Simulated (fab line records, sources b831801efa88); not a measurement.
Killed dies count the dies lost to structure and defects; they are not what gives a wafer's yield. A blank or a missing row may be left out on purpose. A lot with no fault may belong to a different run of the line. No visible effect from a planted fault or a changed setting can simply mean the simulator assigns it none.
fab line records ; flow sky130
[record] lots = 6; wafers = 18; last-day = 50
route steps=708 shown PWDE@50 NWELL@56
lots that met no fault: from a run of the same line without faults
start-h: the number of hours between the record's first day and the start of the first shown wafer of the lot ; wait-h: hours since the lot's step before ; " unchanged from the row above ; L1.1+2: a single row standing in for several wafers ; - no value, or no start was given ; * or withheld: withheld ; < > ~ a bound
route shown NAME@n: NAME is a module with steps in the file, n the number in the route of the first one ; usual: mean/standard deviation of fault-free wafers ; same: alike in all rows ; chamber/n: place in a boat ; sites: each site's reading ; _std_site: standard deviation of those values ; _edge_site: the outer-site mean with the inner-site mean subtracted ; radius-mm: for every site, how far away it sits from the centre of the wafer ; mask NAME#n: copy n ; behind: the tool/chamber that last shaped the wafer ; hold: reason for holding the lot/hours on hold/outcome of the hold ; device: transistor that didn't switch, given as n, p or np ; end of line: the same wafers' tests at the end of the route ; a step without rows: its recipe alone ; killed: at the first sort, the dies lost to defects and structure; wafer yield is something else ; map: per-die view of a wafer (x killed, . not killed, _ where there is no die)
set.NAME: the setting that was run; set.NAME@STEP: the one run at that earlier step ; model.NAME: the simulator's own value behind a step, which no gauge read
certain route steps with their lots: each step a table, each wafer a row
services: the hour from which a tool's chamber was out of use, counted from the record's first day as start-h (under 0 if before that day), plus the number of hours and why
[[steps]]
[step SKY_PWDE_PEB_05]
[recipe] temp-c = 115; time-s = withheld
[step SKY_PWDE_DEVELOP_06]
[recipe] wall-angle-deg = 90; developer = TMAH; develop-time-s = 60; dev-temp-c = 23
[step SKY_PWDE_OVL_MEAS_07]
[usual] PWDE_OVL = 0.2/1.5
lot.wafer;tool;chamber;start-h;wait-h;PWDE_OVL[nm]
L449.1;overlay-01;-;85.28;-;-3.5
L449.3;overlay-01;-;85.28;-;-0.4
L449.6;overlay-01;-;85.28;-;-3.4
L457.2;overlay-01;-;137.11;-;0.7
L457.3;overlay-01;-;137.11;-;0.6
L457.6;overlay-01;-;137.11;-;-0.7
L463.3;overlay-02;-;162.29;-;-1.2
L463.4;overlay-02;-;162.29;-;-1.3
L463.6;overlay-02;-;162.29;-;-0.2
L464.2;overlay-02;-;170.22;-;0.0
L464.3;overlay-02;-;170.22;-;-1.3
L464.5;overlay-02;-;170.22;-;-0.4
L465.4;overlay-01;-;176.34;-;-0.6
L465.5;overlay-01;-;176.34;-;0.7
L465.6;overlay-01;-;176.34;-;-0.5
L469.1;overlay-01;-;205.52;-;-1.6
L469.2;overlay-01;-;205.52;-;-0.4
L469.6;overlay-01;-;205.52;-;-2.5
[step SKY_PWDE_IMPLANT_08]
[recipe] species = B; energy-kev = 148.6; dose-cm2 = 3.6e+12; tilt-deg = withheld
[step SKY_PWDE_STRIP_09]
[recipe] chemistry = O2/N2; power-w = 1400; pressure-mtorr = 1500; platen-temp-c = withheld; o2-flow-sccm = 3000; n2-flow-sccm = 300; overash-fraction = 0.5
[usual] drypump-motor-current-A = 6.0/0.32; oes-product-au = 0.723/0.0048; strip-time-to-endpoint-s = 36.94/0.094
lot.wafer;tool;chamber;start-h;wait-h;drypump-motor-current-A;oes-product-au;rf-hours-counter-h;strip-time-to-endpoint-s
L449.1;plasma-asher-03;1;85.46;0.1;6.5;0.723;41;36.87
L449.3;plasma-asher-03;1;85.46;0.1;6.5;0.729;-;36.79
L449.6;plasma-asher-03;0;85.46;0.1;5.9;0.715;-;36.73
L457.2;plasma-asher-04;1;137.29;0.1;6.1;0.720;42;36.96
L457.3;plasma-asher-04;0;137.29;0.1;6.0;0.717;-;36.96
L457.6;plasma-asher-04;0;137.29;0.1;6.0;0.729;-;36.91
L463.3;plasma-asher-02;1;162.49;0.1;5.4;0.725;-;36.89
L463.4;plasma-asher-02;0;162.49;0.1;5.9;0.719;-;36.79
L463.6;plasma-asher-02;1;162.49;0.1;5.4;0.732;-;36.81
L464.2;plasma-asher-02;1;170.40;0.1;5.4;0.719;36;36.89
L464.3;plasma-asher-02;1;170.40;0.1;5.5;0.729;-;36.74
L464.5;plasma-asher-02;1;170.40;0.1;5.4;0.717;-;36.83
L465.4;plasma-asher-04;1;176.65;0.1;6.1;0.718;-;37.06
L465.5;plasma-asher-04;0;176.65;0.1;6.0;0.719;-;36.95
L465.6;plasma-asher-04;1;176.65;0.1;6.0;0.725;-;37.06
L469.1;plasma-asher-02;0;205.71;0.1;5.9;0.718;39;37.00
L469.2;plasma-asher-02;1;205.71;0.1;5.5;0.722;39;36.99
L469.6;plasma-asher-02;1;205.71;0.1;5.5;0.727;-;37.06
[step SKY_PWDE_TW_MEAS_10]
[usual] PWDE_TW = 374.5/2.2
lot.wafer;tool;chamber;start-h;wait-h;PWDE_TW
L449.1;film-metro-02;-;85.56;0.1;371.4
L449.3;film-metro-02;-;85.56;0.1;372.0
L449.6;film-metro-02;-;85.56;0.1;371.8
L457.2;film-metro-02;-;137.40;0.1;373.1
L457.3;film-metro-02;-;137.40;0.1;373.4
L457.6;film-metro-02;-;137.40;0.1;375.1
L463.3;film-metro-02;-;162.58;0.1;370.5
L463.4;film-metro-02;-;162.58;0.1;371.5
L463.6;film-metro-02;-;162.58;0.1;373.6
L464.2;film-metro-04;-;170.51;0.1;377.7
L464.3;film-metro-04;-;170.51;0.1;376.7
L464.5;film-metro-04;-;170.51;0.1;377.1
L465.4;film-metro-03;-;176.75;0.1;376.1
L465.5;film-metro-03;-;176.75;0.1;373.9
L465.6;film-metro-03;-;176.75;0.1;374.1
L469.1;film-metro-03;-;205.81;0.1;375.8
L469.2;film-metro-03;-;205.81;0.1;375.6
L469.6;film-metro-03;-;205.81;0.1;376.5
[step SKY_NWELL_DEHYDRATE_03]
[recipe] temp-c = 200; time-s = 60
[step SKY_NWELL_HMDS_04]
[recipe] prime-time-s = 60; prime-temp-c = 120
[step SKY_NWELL_COAT_05]
[recipe] spin-rpm = 2000; resist-thk-nm = 3000
[step SKY_NWELL_SOFTBAKE_06]
[recipe] temp-c = 110; time-s = withheld
[step SKY_NWELL_EXPOSE_07]
[recipe] mask-id = NWM; na = 0.6; source-shape = conventional; sigma-outer = 0.6; polarization = unpolarized; target-cd-nm = 840; dose-mj = 255
[step SKY_NWELL_PEB_08]
[recipe] temp-c = 115; time-s = withheld
[step SKY_NWELL_DEVELOP_09]
[recipe] wall-angle-deg = 90; developer = TMAH; develop-time-s = 60; dev-temp-c = 23
[usual] developer-temp-C = 23.01/0.095
lot.wafer;tool;chamber;start-h;wait-h;developer-temp-C
L449.1;litho-track-02;0;102;-;23.10
L449.3;litho-track-02;0;102;-;22.96
L449.6;litho-track-02;0;102;-;23.03
L457.2;litho-track-01;0;155;-;23.11
L457.3;litho-track-01;0;155;-;23.07
L457.6;litho-track-01;0;155;-;23.09
L463.3;litho-track-02;0;181;-;23.00
L463.4;litho-track-02;0;181;-;22.98
L463.6;litho-track-02;0;181;-;22.84
L464.2;litho-track-02;0;190;-;23.07
L464.3;litho-track-02;0;190;-;23.03
L464.5;litho-track-02;0;190;-;23.06
L465.4;litho-track-01;0;197;-;22.87
L465.5;litho-track-01;0;197;-;22.81
L465.6;litho-track-01;0;197;-;22.83
L469.1;litho-track-01;0;227;-;22.90
L469.2;litho-track-01;0;227;-;23.02
L469.6;litho-track-01;0;227;-;22.94
[step SKY_NWELL_OVL_MEAS_10]
[usual] NWELL_00_OVL = 0.2/1.2
lot.wafer;tool;chamber;start-h;wait-h;NWELL_00_OVL[nm]
L449.1;overlay-01;-;103.02;-;-0.5
L449.3;overlay-01;-;103.02;-;-0.5
L449.6;overlay-01;-;103.02;-;-0.6
L457.2;overlay-01;-;155.83;-;-1.9
L457.3;overlay-01;-;155.83;-;-1.6
L457.6;overlay-01;-;155.83;-;-2.0
L463.3;overlay-02;-;182.03;-;-
L463.4;overlay-02;-;182.03;-;-
L463.6;overlay-02;-;182.03;-;-
L464.2;overlay-01;-;190.53;-;-
L464.3;overlay-01;-;190.53;-;-
L464.5;overlay-01;-;190.53;-;-
L465.4;overlay-02;-;197.89;-;-0.7
L465.5;overlay-02;-;197.89;-;1.6
L465.6;overlay-02;-;197.89;-;-0.2
L469.1;overlay-02;-;227.82;-;2.1
L469.2;overlay-02;-;227.82;-;1.4
L469.6;overlay-02;-;227.82;-;0.9
[step SKY_NWELL_IMPLANT_11]
[recipe] species = P; energy-kev = 400; dose-cm2 = 1.9e+13; tilt-deg = withheld
[[services]]
tool;chamber;start-h;hours;kind
plasma-asher-04;-;90.46;3.3;repair
plasma-asher-03;-;108.75;9.0;pm
plasma-asher-03;0;108.75;9.0;vent-cycle
plasma-asher-03;1;108.75;9.0;vent-cycle
plasma-asher-03;0;117.75;-;clean
plasma-asher-03;1;117.75;-;clean
plasma-asher-03;-;154.01;2.8;pm
plasma-asher-02;-;170.95;0.4;repair
[[key]]
[first-sign] step = SKY_NWELL_OVL_MEAS_10; reading = NWELL_00_OVL; direction = missing
effect none on later readings
met-at SKY_NWELL_DEVELOP_09
struck-wafers L463.3,L463.4,L463.6,L464.2,L464.3,L464.5
sort-left-out L463.3,L463.4,L463.6,L464.2,L464.3,L464.5
tester-left-out L463,L464
[fault] kind = process-parameter-drift; tool = litho-track-02; chamber = -; onset-h = 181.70; steps = SKY_NWELL_DEVELOP_09; channel = develop-time-s; offset = *; shape = step; end-h = 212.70; acts-in = *; stated = *
// tester-left-out: of these lots the tester's yield and bins aren't shown, on N5 and GAA mostly nor the transistor test; their killed dies are dies lost to structure and defects alone, not to doping, threshold or leakage, so they don't give the yield
// sort-left-out: the simulated sort isn't trusted on such a fault, so these wafers' sort isn't shown, and their yield isn't known
